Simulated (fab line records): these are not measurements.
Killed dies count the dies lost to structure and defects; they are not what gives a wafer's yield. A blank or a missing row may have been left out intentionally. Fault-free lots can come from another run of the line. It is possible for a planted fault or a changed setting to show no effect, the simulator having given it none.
2 desks, one fault ; flow sky130 ; every desk sees just its own numbers, and what lay behind them comes last

== AT THE TOOL OWNER'S DESK: plasma_asher-01 ==
The tool's own readings at SKY_SD_N_STRIP_11 (strips in O2/N2): means of the sampled wafers that have a number, for each lot that ran on this tool. The brackets show how far a lot's mean lies from the usual mean; more than 4 standard deviations puts the lot out of limits, marked OUT.
Columns: A = drypump_motor_current_A at SKY_SD_N_STRIP_11, usual 5.7 A; B = n2_flow_sccm at SKY_SD_N_STRIP_11, usual 300.0 sccm; C = oes_product_au at SKY_SD_N_STRIP_11, usual 0.528 a.u.; D = strip_time_to_endpoint_s at SKY_SD_N_STRIP_11, usual 22.55 s
lot;first seen here;A;B;C;D
L635;day 32 06:42;5.7;299.7;0.530;22.57
L642;day 34 08:10;5.8;300.9;0.456 (-16) OUT;-
This desk's verdict: out of limits on L642, starting with L642 at day 34 08:10 (oes_product_au at SKY_SD_N_STRIP_11). L635 stayed within limits.

== THE METROLOGY DESK ==
Means of the sampled wafers that have a number, per lot and without regard to the tool the lot ran on: this is what the gauges read. The brackets show how far a lot's mean lies from the usual mean; more than 4 standard deviations puts the lot out of limits, marked OUT.
Columns: A = RES_XHIGH_TW at SKY_RES_XHIGH_TW_MEAS_09, usual 1635; B = cd_nm at SKY_SD_N_CD_MEAS_07, usual 380.3 nm; C = SD_N_OVL at SKY_SD_N_OVL_MEAS_08, usual 0.3 nm; D = SD_N_TW at SKY_SD_N_TW_MEAS_12, usual 3990
lot;first seen here;A;B;C;D
L623;day 27 15:01;1633;377.5;0.7;3990
L631;day 29 23:24;1621;380.5;1.3;4008
L635;day 31 02:11;1627;381.6;-0.3;3985
L638;day 32 01:51;1656;375.7;0.7;3987
L642;day 33 04:51;1615;381.3;0.2;4003
This desk's verdict: no lot among the 5 shows anything out of limits.

== TAKEN TOGETHER ==
The tool owner's desk had the chance to raise an alarm at day 34 08:10 on L642.
From the metrology desk's view, nothing was out of limits.
The metrology desk has L642 on record, within its limits.
All the named lots went through SKY_SD_N_STRIP_11 on plasma_asher-01.

== WHAT THE SIMULATOR PUT IN ==
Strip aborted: plasma_asher-01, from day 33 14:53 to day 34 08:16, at SKY_SD_N_STRIP_11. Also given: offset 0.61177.
Shown lots that were struck: L642.
Each desk's first reading out of limits, in hours after the fault started: the tool owner's desk, 17.
